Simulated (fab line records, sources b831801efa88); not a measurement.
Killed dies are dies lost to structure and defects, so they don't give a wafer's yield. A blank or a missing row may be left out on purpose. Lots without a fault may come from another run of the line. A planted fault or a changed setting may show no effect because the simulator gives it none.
Chamber matching | flow sky130 | SKY_FIELD_ISO_ETCH_15 on rie_diel-03: 4 sister chambers
The step etches the open film in CHF3/O2, stops on Si, target depth 180 nm, time 72 s. 4 wafers are shown with their chamber, then 9 later ones without.

WAFERS WITH THEIR CHAMBER
wafer  | chamber | drypump_motor_current_A (A)
L076.6 | 3       | 5.96
L087.3 | 2       | 6.07
L088.2 | 0       | 5.87
L088.6 | 1       | 5.84

WAFERS WITHOUT THEIR CHAMBER
wafer  | drypump_motor_current_A (A)
L090.2 | 6.05
L090.3 | 5.85
L090.4 | 5.86
L094.1 | 5.97
L094.3 | 6.10
L094.4 | 5.98
L096.3 | 5.96
L096.4 | 5.87
L096.5 | 6.07

WHICH CHAMBER EACH WENT THROUGH
wafer  | from the rows above     | in truth
L090.2 | 2                       | 2
L090.3 | can't be placed: 1 or 0 | 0
L090.4 | can't be placed: 0 or 1 | 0
L094.1 | 3                       | 3
L094.3 | 2                       | 2
L094.4 | 3                       | 3
L096.3 | 3                       | 3
L096.4 | 0                       | 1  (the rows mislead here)
L096.5 | 2                       | 2
Placed correctly: 6 of 9. Can't be placed from these rows: 2 (the true chamber is among the candidates in 2). Placed wrongly: 1.
How it was worked out, from the rows above alone: a wafer's distance from a chamber is the root of the sum, over the readings, of the square of ((its reading less the chamber's mean) divided by the reading's scatter). The wafer belongs to the nearest chamber; if the next one is less than 2 further off, it can't be placed. A chamber's mean is the mean of its shown wafers. The scatter: with one shown wafer a chamber, the root of the mean of the squares of how far each hidden wafer lies from its nearest shown one.
